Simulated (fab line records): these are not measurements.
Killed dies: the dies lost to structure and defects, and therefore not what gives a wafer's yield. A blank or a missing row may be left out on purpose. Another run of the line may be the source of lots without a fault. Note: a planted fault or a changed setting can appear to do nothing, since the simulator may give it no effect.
Which tool was responsible?	flow sfqLine	15 lots, 45 wafers sampled, at 1 step of a route of 325

== WHAT THE GAUGES SHOWED, per wafer ==
The record lacks any reading of a measuring or inspecting step that a usual standard deviation could be used to judge.

== EACH LOT AND THE TOOL THAT RAN IT (in order: tool; ch and the chambers of the sampled wafers; start) ==
lot	SFQ_TRILAYER_I2_VIA_LITHO_PEB_070
L143	lithoTrack-04 ch 0, day 30 05:00
L144	lithoTrack-03 ch 0, day 30 16:55
L145	lithoTrack-03 ch 0, day 33 09:53
L147	lithoTrack-02 ch 0, day 33 14:44
L148	lithoTrack-03 ch 0, day 33 19:32
L151	lithoTrack-02 ch 0, day 40 02:55
L152	lithoTrack-02 ch 0, day 40 10:13
L153	lithoTrack-03 ch 0, day 41 04:13
L154	lithoTrack-04 ch 0, day 41 12:38
L160	lithoTrack-03 ch 0, day 43 13:58
L161	lithoTrack-03 ch 0, day 43 22:29
L162	lithoTrack-02 ch 0, day 44 05:44
L163	lithoTrack-03 ch 0, day 44 14:05
L164	lithoTrack-02 ch 0, day 45 00:55
L165	lithoTrack-04 ch 0, day 45 11:43
- SFQ_TRILAYER_I2_VIA_LITHO_PEB_070: peb time 60 s.

== AS READ BY THE TOOLS THEMSELVES (means over the sampled wafers that have a number; for cases with no such wafer, the mark the record gives instead) ==
SFQ_TRILAYER_I2_VIA_LITHO_PEB_070. Usual: heaterPowerTotalW 79.15 W, standard deviation 0.072; plateTempC 115.02 C, standard deviation 0.14; resistLineTempC 23.02 C, standard deviation 0.1.
lot	tool	heaterPowerTotalW (W)	plateTempC (C)	resistLineTempC (C)	flag
L143	lithoTrack-04	79.19	114.97	22.91	
L144	lithoTrack-03	79.20	115.06	22.89	
L145	lithoTrack-03	79.09	114.94	23.00	
L147	lithoTrack-02	79.16	114.87	22.96	
L148	lithoTrack-03	79.19	115.09	22.99	
L151	lithoTrack-02	79.12	114.99	23.05	
L152	lithoTrack-02	79.12	114.91	22.95	
L153	lithoTrack-03	79.16	115.24	23.00	
L154	lithoTrack-04	79.15	115.01	23.04	
L160	lithoTrack-03	74.85	110.19	23.02	OFF
L161	lithoTrack-03	74.76	110.25	23.08	OFF
L162	lithoTrack-02	79.13	115.00	23.04	
L163	lithoTrack-03	74.80	110.23	22.88	OFF
L164	lithoTrack-02	79.17	115.14	23.04	
L165	lithoTrack-04	79.12	114.92	23.03	

== THE ANSWER, worked out from the rows above alone ==
Rule: a lot is off if the mean of its wafers that have a number lies more than 3 standard deviations from the usual mean. A lot without any number at a reading at which 4 lots or more have one is off too. Where the step has rows for the other lots, those lots are counted as sound. Order of review: gauges by route order, followed by the tools' own readings, for which a lot's mean as printed above is used. At the first step where some lot is off, the reading lying furthest off is the one used; lots without a number count as furthest.
Off at SFQ_TRILAYER_I2_VIA_LITHO_PEB_070 (heaterPowerTotalW): L160, L161, L163.
A tool fits if, at that step or a process step before it, it ran every lot that is off, and no sound lot after the first of them. One fits: SFQ_TRILAYER_I2_VIA_LITHO_PEB_070 on lithoTrack-03. A fault onset in the window from L153 (day 41 04:13, its last sound lot) to L160 (day 43 13:58, its first lot off) fits.
The tool's own readings at SFQ_TRILAYER_I2_VIA_LITHO_PEB_070 bear it out: on the lots that are off they differ by more than 5 times the standard deviation of the sound lots' means. heaterPowerTotalW reads 74.80 W there against 79.15 W on the sound lots; plateTempC reads 110.22 C there against 115.01 C on the sound lots.

== WHAT THE SIMULATOR PUT IN ==
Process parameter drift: lithoTrack-03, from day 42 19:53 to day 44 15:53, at SFQ_TRILAYER_I2_VIA_LITHO_PEB_070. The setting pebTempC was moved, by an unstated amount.
Shown lots that were struck: L160, L161, L163. This agrees with what the rule above found.
